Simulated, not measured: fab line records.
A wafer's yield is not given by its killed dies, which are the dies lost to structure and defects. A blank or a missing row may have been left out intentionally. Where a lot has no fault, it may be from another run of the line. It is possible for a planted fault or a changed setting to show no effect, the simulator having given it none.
A lot that was struck, set against a sound lot | flow sky130 | 19 steps out of a route of 708
Sound: wafers L534.1, L534.3, L534.5. The struck wafers were L538.2, L538.3, L538.6. The cause is named last.
For every step that has rows: the tool of each side, followed by ch and its chambers, followed by its first start. Under that, the readings that differ: sound wafers | struck wafers | difference of the means | sigmas: that difference in standard deviations of wafers without a fault.
alike: a reading whose means differ by less than 2 such deviations, as well as words and numbers matching on both sides. not compared: withheld readings; readings where some wafer has no value; bounds like >300 that might hide an equal value; numbers whose values overlap and for which the record gives no deviation.
The two part at a step that has a row with sigmas, a row that says differs or no value, or rows on one side only. Numbers that have no deviation but don't overlap get no sigmas and don't part them. Lack of a reading on every wafer of one side parts them only where that side has two or more wafers.

SKY_NWELL_TW_MEAS_26:
  sound on film-metro-04, day 7 11:33; struck on film-metro-03, day 8 10:19
  alike: NWELL_2_TW
then, 1 step without rows for these wafers: SKY_NWELL_CLEAN_27 (cleans in SC1/SC2, time 150 s).
SKY_NWELL_RTA_28: time 30 s.
  sound on rtp-anneal-02 ch 0, day 7 11:40; struck on rtp-anneal-01 ch 0, day 8 10:25
  reading           | sound                | struck               | difference | sigmas
  anneal-temp-c-max | 1054.6 1053.7 1054.1 | 1057.3 1059.7 1056.1 | +3.6       | +2
  alike: lamp-power-pct, ramp-down-c-per-s, wafer_temp_C_max
SKY_NWELL_RS_MEAS_29: measures by four-point-probe.
  sound on film-metro-01, day 7 11:46; struck on film-metro-03, day 8 10:32
  alike: NWELL_RS
SKY_NWELL_RS_MEAS_31: measures by four-point-probe.
  sound on film-metro-01, day 7 12:00; struck on film-metro-03, day 8 10:46
  alike: PWDE_RS
then, 6 steps without rows for these wafers: SKY_VT_ADJUST_HVTP_DEHYDRATE_00 (time 60 s); SKY_VT_ADJUST_HVTP_HMDS_01 (prime time 60 s); SKY_VT_ADJUST_HVTP_COAT_02 (resist thk 1140 nm); SKY_VT_ADJUST_HVTP_SOFTBAKE_03 (time 60 s); SKY_VT_ADJUST_HVTP_EXPOSE_04 (exposes mask HVTPM, target cd 380 nm); SKY_VT_ADJUST_HVTP_PEB_05.
SKY_VT_ADJUST_HVTP_DEVELOP_06: develop time 60 s.
  sound on litho-track-02 ch 0, day 8 06:52; struck on litho-track-02 ch 0, day 9 07:39
  alike: exhaust-pa
SKY_VT_ADJUST_HVTP_CD_MEAS_07 targets a cd of 380 nm.
  sound on cd-sem-01, day 8 07:01; struck on cd-sem-02, day 9 07:47
  reading    | sound             | struck | difference                    | sigmas
  cd-nm (nm) | 374.9 375.2 376.7 | - - -  | no value on the struck wafers |
SKY_VT_ADJUST_HVTP_OVL_MEAS_08:
  sound on overlay-02, day 8 07:08; struck on overlay-01, day 9 07:54
  reading                 | sound       | struck | difference                    | sigmas
  VT_ADJUST_HVTP_OVL (nm) | 0.5 1.2 0.7 | - - -  | no value on the struck wafers |
after that, 1 step had no rows for these wafers: SKY_VT_ADJUST_HVTP_IMPLANT_09.
SKY_VT_ADJUST_HVTP_STRIP_10: strips in O2/N2.
  sound on plasma-asher-02 ch 0,1, day 8 07:20; struck on plasma-asher-02 ch 1, day 9 08:05
  alike: drypump-motor-current-A, oes-product-au, strip-time-to-endpoint-s
  not compared: rf-hours-counter-h
SKY_VT_ADJUST_HVTP_TW_MEAS_11:
  sound on film-metro-03, day 8 07:26; struck on film-metro-03, day 9 08:11
  reading           | sound          | struck   | difference | sigmas
  VT_ADJUST_HVTP_TW | 1363 1367 1370 | 30 30 30 | -1337      | -99 or more
then, 1 step without rows for these wafers: SKY_VT_ADJUST_LVTN_DEHYDRATE_00 (time 60 s).
-- record jumps: 40 days separate the struck wafers' starts on either side; left off in module VT_ADJUST_LVTN, taken up again in module PAD_OPEN, whose first shown step is the route's number 708 --
SKY_PAD_OPEN_PROBE_99:
  sound on prober-01, day 48 07:25; struck on prober-01, day 49 08:47
  reading             | sound    | struck      | difference | sigmas
  killed-at-front-end | 15 18 11 | 415 425 417 | +404       | +90
  killed-dies         | 85 80 92 | 492 492 492 | +406       | +47
  killed-on-rim       | 19 9 15  | 96 96 96    | +82        | +23
  alike: killed_at_M0_to_M3, killed_at_M4_up, killed-at-contacts, killed-at-other, killed-open, killed-short

WHERE THEY PART
First at SKY_NWELL_RTA_28; last, within this record, at SKY_PAD_OPEN_PROBE_99.

WHY: whatever the simulator had introduced
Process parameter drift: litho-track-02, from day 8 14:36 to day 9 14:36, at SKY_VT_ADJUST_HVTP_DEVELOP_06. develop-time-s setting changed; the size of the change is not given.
